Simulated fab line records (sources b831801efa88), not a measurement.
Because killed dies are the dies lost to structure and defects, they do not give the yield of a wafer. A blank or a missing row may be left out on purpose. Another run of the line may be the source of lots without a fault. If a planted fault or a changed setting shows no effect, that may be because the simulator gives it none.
Which of the tools did it?    flow gf180mcu    12 lots with 36 wafers sampled at 4 steps, on a route of 602 steps

WHAT EACH GAUGE READ, for each wafer
GF_PASSIVATION_THK_MEAS_01. Usual: for PASSIVATION_CVD_00_THK the level is 1004 nm and the standard deviation is 16.
lot   measured      on            PASSIVATION_CVD_00_THK (nm)  flag
L731  day 28 05:02  filmMetro-04  985 986 994                  
L732  day 28 09:15  filmMetro-02  1003 1037 1022               
L733  day 28 20:53  filmMetro-04  1015 1013 1038               
L735  day 29 10:05  filmMetro-04  1000 1010 1007               
L737  day 30 01:17  filmMetro-01  998 998 1012                 
L738  day 30 11:40  filmMetro-02  1000 1022 1033               
L743  day 31 20:15  filmMetro-02  1002 1002 1011               
L747  day 32 18:26  filmMetro-02  990 994 1013                 
L748  day 33 06:30  filmMetro-01  984 1016 1027                
L750  day 33 09:55  filmMetro-02  968 996 1003                 
L751  day 33 12:45  filmMetro-02  1006 1014 1034               
L753  day 34 04:10  filmMetro-01  985 995 1002                 

EACH LOT AND THE TOOL THAT RAN IT (in order: tool; ch and the chambers of the sampled wafers; start)
lot   GF_MIM_SPUTTER_01            GF_V5_STRIP_18                       GF_TOP_METAL_STRIP_17
L731  pvdSputter-03, day 24 13:16  plasmaAsher-02 ch 0,1, day 27 06:09  plasmaAsher-02 ch 0,1, day 28 04:23
L732  pvdSputter-04, day 24 20:16  plasmaAsher-03 ch 0,1, day 27 11:34  plasmaAsher-02 ch 0,1, day 28 08:37
L733  pvdSputter-04, day 25 08:19  plasmaAsher-01 ch 0,1, day 27 23:21  plasmaAsher-02 ch 0,1, day 28 20:14
L735  pvdSputter-02, day 25 22:25  plasmaAsher-03 ch 0,1, day 28 12:48  plasmaAsher-04 ch 0,1, day 29 09:25
L737  pvdSputter-04, day 26 15:16  plasmaAsher-03 ch 1, day 29 03:54    plasmaAsher-04 ch 0, day 30 00:38
L738  pvdSputter-02, day 27 01:58  plasmaAsher-01 ch 0,1, day 29 14:26  plasmaAsher-02 ch 0,1, day 30 11:04
L743  pvdSputter-04, day 28 13:39  plasmaAsher-01 ch 0,1, day 30 23:57  plasmaAsher-02 ch 0,1, day 31 19:34
L747  pvdSputter-03, day 29 14:42  plasmaAsher-02 ch 0,1, day 31 23:12  plasmaAsher-02 ch 0,1, day 32 17:49
L748  pvdSputter-03, day 30 03:30  plasmaAsher-03 ch 0, day 32 11:15    plasmaAsher-03 ch 0,1, day 33 05:52
L750  pvdSputter-04, day 30 08:34  plasmaAsher-01 ch 0,1, day 32 14:37  plasmaAsher-03 ch 0,1, day 33 09:13
L751  pvdSputter-03, day 30 13:02  plasmaAsher-01 ch 1, day 32 18:28    plasmaAsher-03 ch 0,1, day 33 12:07
L753  pvdSputter-03, day 31 05:22  plasmaAsher-01 ch 0,1, day 33 09:56  plasmaAsher-03 ch 0,1, day 34 03:34
- GF_MIM_SPUTTER_01: material TiN, target thk 30 nm, time 25 s.
- GF_V5_STRIP_18: strips in O2/N2.
- GF_TOP_METAL_STRIP_17: strips in O2/N2.

AS READ BY THE TOOLS THEMSELVES (means over the sampled wafers that have a number; for cases with no such wafer, the mark the record gives instead)
GF_MIM_SPUTTER_01. Usual: throttleValvePct reads 29.6 % (standard deviation 0.86).
lot   tool           throttleValvePct (%)  flag
L731  pvdSputter-03  29.8                  
L732  pvdSputter-04  29.4                  
L733  pvdSputter-04  29.3                  
L735  pvdSputter-02  29.4                  
L737  pvdSputter-04  29.5                  
L738  pvdSputter-02  29.7                  
L743  pvdSputter-04  29.2                  
L747  pvdSputter-03  30.2                  
L748  pvdSputter-03  30.2                  
L750  pvdSputter-04  28.8                  
L751  pvdSputter-03  30.4                  
L753  pvdSputter-03  30.6                  

GF_V5_STRIP_18. Usual: chamberPressureMTorr 1500.1 mTorr, standard deviation 1.4; drypumpMotorCurrentA 5.6 A, standard deviation 0.46; heaterPowerW 305 W, standard deviation 30; n2FlowSccm 299.9 sccm, standard deviation 0.84; oesProductAu 0.570 a.u., standard deviation 0.0051.
lot   tool            chamberPressureMTorr (mTorr)  drypumpMotorCurrentA (A)  heaterPowerW (W)  n2FlowSccm (sccm)  oesProductAu (a.u.)  flag
L731  plasmaAsher-02  1500.4                        5.8                       315               299.8              0.572                
L732  plasmaAsher-03  1500.2                        5.6                       313               299.8              0.573                
L733  plasmaAsher-01  1500.3                        5.8                       276               299.8              0.568                
L735  plasmaAsher-03  1499.7                        5.6                       316               299.6              0.565                
L737  plasmaAsher-03  1499.0                        5.1                       303               301.0              0.564                
L738  plasmaAsher-01  1499.9                        5.5                       302               300.0              0.569                
L743  plasmaAsher-01  1500.6                        5.5                       300               299.9              0.575                
L747  plasmaAsher-02  1499.5                        6.0                       322               299.2              0.576                
L748  plasmaAsher-03  1502.2                        5.9                       320               299.5              0.576                
L750  plasmaAsher-01  1500.6                        5.8                       279               299.1              0.570                
L751  plasmaAsher-01  1499.5                        5.1                       334               301.0              0.568                
L753  plasmaAsher-01  1500.6                        5.5                       299               300.1              0.568                

GF_TOP_METAL_STRIP_17. Usual: chamberPressureMTorr 1500.0 mTorr, standard deviation 1.5; drypumpMotorCurrentA 5.9 A, standard deviation 0.37; heaterPowerW 316 W, standard deviation 14; n2FlowSccm 300.1 sccm, standard deviation 0.85; oesProductAu 0.711 a.u., standard deviation 0.0047; stripTimeToEndpointS 13.47 s, standard deviation 0.16.
lot   tool            chamberPressureMTorr (mTorr)  drypumpMotorCurrentA (A)  heaterPowerW (W)  n2FlowSccm (sccm)  oesProductAu (a.u.)  stripTimeToEndpointS (s)  flag
L731  plasmaAsher-02  1499.3                        6.0                       320               300.1              0.712                13.44                     
L732  plasmaAsher-02  1500.3                        6.0                       320               300.1              0.712                13.59                     
L733  plasmaAsher-02  1502.1                        6.0                       322               300.6              0.705                13.38                     
L735  plasmaAsher-04  1500.4                        6.3                       314               300.0              0.713                13.49                     
L737  plasmaAsher-04  1499.5                        6.2                       332               299.2              0.712                13.60                     
L738  plasmaAsher-02  1500.6                        5.8                       314               299.3              0.712                13.46                     
L743  plasmaAsher-02  1499.7                        5.8                       309               300.1              0.707                13.33                     
L747  plasmaAsher-02  1501.1                        6.0                       320               299.9              0.711                13.50                     
L748  plasmaAsher-03  1497.7                        5.4                       309               300.6              0.715                13.55                     
L750  plasmaAsher-03  1499.5                        5.4                       306               300.3              0.712                13.35                     
L751  plasmaAsher-03  1499.9                        5.4                       308               300.0              0.710                13.65                     
L753  plasmaAsher-03  1499.3                        5.6                       312               299.0              0.710                13.44                     

THE ANSWER, worked out from the rows above alone
Rule: a lot counts as off when the mean over its wafers that have a number is more than 3 standard deviations away from the usual mean. Also off: a lot with no number at a reading for which 4 or more lots have one. Any other lot the step has rows for is counted as sound. The gauges are gone through in route order, then the tools' own readings, and for those a lot's mean is taken as printed above. The first step at which some lot is off is used, and at that step the reading that is off furthest; a lot without a number counts as furthest.
None of the lots is off at any reading shown; this tells nothing.

WHAT THE SIMULATOR HAD INSERTED
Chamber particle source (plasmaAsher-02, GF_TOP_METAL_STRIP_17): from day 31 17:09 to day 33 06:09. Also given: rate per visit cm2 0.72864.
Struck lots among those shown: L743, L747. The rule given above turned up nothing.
